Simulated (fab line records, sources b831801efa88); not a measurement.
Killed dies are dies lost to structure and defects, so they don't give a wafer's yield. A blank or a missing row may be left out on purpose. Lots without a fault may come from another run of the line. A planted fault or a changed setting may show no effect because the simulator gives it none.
Which tool did it? | flow gf180mcu | 11 lots, 33 wafers sampled, at 3 steps of a route of 602

WHAT THE GAUGES READ, wafer by wafer
GF_V5_RS_MEAS_24: measures by four-point-probe.
lot  | measured     | on            | V5_W_RS (ohm/sq)
L975 | day 28 00:29 | film_metro-04 | 0.329 0.327 0.334
L976 | day 28 08:19 | film_metro-02 | 0.329 0.329 0.331
L977 | day 28 14:22 | film_metro-02 | 0.330 0.321 0.324
L981 | day 29 15:05 | film_metro-04 | 0.383 0.377 0.387 0.382 0.378 0.387
L983 | day 30 08:29 | film_metro-03 | 0.390 0.330 0.326 0.390 0.330 0.326
L984 | day 30 19:44 | film_metro-04 | 0.326 0.324 0.325
L985 | day 31 00:20 | film_metro-04 | 0.334 0.332 0.330
L986 | day 31 03:25 | film_metro-03 | 0.330 0.326 0.328
L987 | day 31 11:14 | film_metro-03 | 0.326 0.332 0.324
L993 | day 33 00:32 | film_metro-04 | 0.323 0.324 0.321
L994 | day 33 03:26 | film_metro-04 | 0.325 0.326 0.323

WHICH TOOL RAN EACH LOT (tool, then ch and the chambers of the sampled wafers, then the start)
lot  | GF_V5_ETCH_16                      | GF_V5_CVD_23
L975 | rie_diel-02 ch 0,1,2, day 27 23:35 | cvd_w-02 ch 0,1, day 28 00:22
L976 | rie_diel-04 ch 1,2, day 28 07:23   | cvd_w-01 ch 0,1, day 28 08:13
L977 | rie_diel-04 ch 1,2, day 28 13:26   | cvd_w-01 ch 0,1, day 28 14:16
L981 | rie_diel-02 ch 1,2, day 29 14:11   | cvd_w-01 ch 0, day 29 14:58
L983 | rie_diel-02 ch 0,1,2, day 30 07:35 | cvd_w-01 ch 0,1, day 30 08:23
L984 | rie_diel-04 ch 0,2,3, day 30 18:47 | cvd_w-02 ch 0,1, day 30 19:36
L985 | rie_diel-04 ch 0,1,2, day 30 23:20 | cvd_w-01 ch 1, day 31 00:07
L986 | rie_diel-04 ch 0,1,2, day 31 02:20 | cvd_w-01 ch 1, day 31 03:13
L987 | rie_diel-02 ch 1,2,3, day 31 10:20 | cvd_w-02 ch 0,1, day 31 11:08
L993 | rie_diel-02 ch 1,2, day 32 23:38   | cvd_w-02 ch 0,1, day 33 00:25
L994 | rie_diel-01 ch 0,2,3, day 33 02:26 | cvd_w-02 ch 0,1, day 33 03:20
- GF_V5_ETCH_16: etches BARC in N2/H2.
- GF_V5_CVD_23: deposits W, target thk 350 nm, time 104.9 s.

THE ANSWER, worked out from the rows above alone
Rule: what is usual is taken from the lots themselves. Put in order of their means at a reading, lots are off if they are a third of the lots or fewer, leave a main group of 4 or more, and stand apart from it by a gap of 3 or more times the standard deviation of the main group's means; of several such gaps the widest counts. A main group whose means are all the same, to the digits that the tables above print for the reading, isn't used. A lot without any number at a reading at which 4 lots or more have one is off too. The other lots that the step has rows for count as sound.
Off: L981, L983, at GF_V5_RS_MEAS_24 (V5_W_RS). The main group: mean 0.327 ohm/sq, standard deviation 0.0029.
A tool fits if, at a process step before that reading, it ran every lot that is off, and no sound lot after the first of them. The gauges at GF_V5_RS_MEAS_24 are tried like those tools. None of those tried fits.

WHAT THE SIMULATOR HAD PUT IN
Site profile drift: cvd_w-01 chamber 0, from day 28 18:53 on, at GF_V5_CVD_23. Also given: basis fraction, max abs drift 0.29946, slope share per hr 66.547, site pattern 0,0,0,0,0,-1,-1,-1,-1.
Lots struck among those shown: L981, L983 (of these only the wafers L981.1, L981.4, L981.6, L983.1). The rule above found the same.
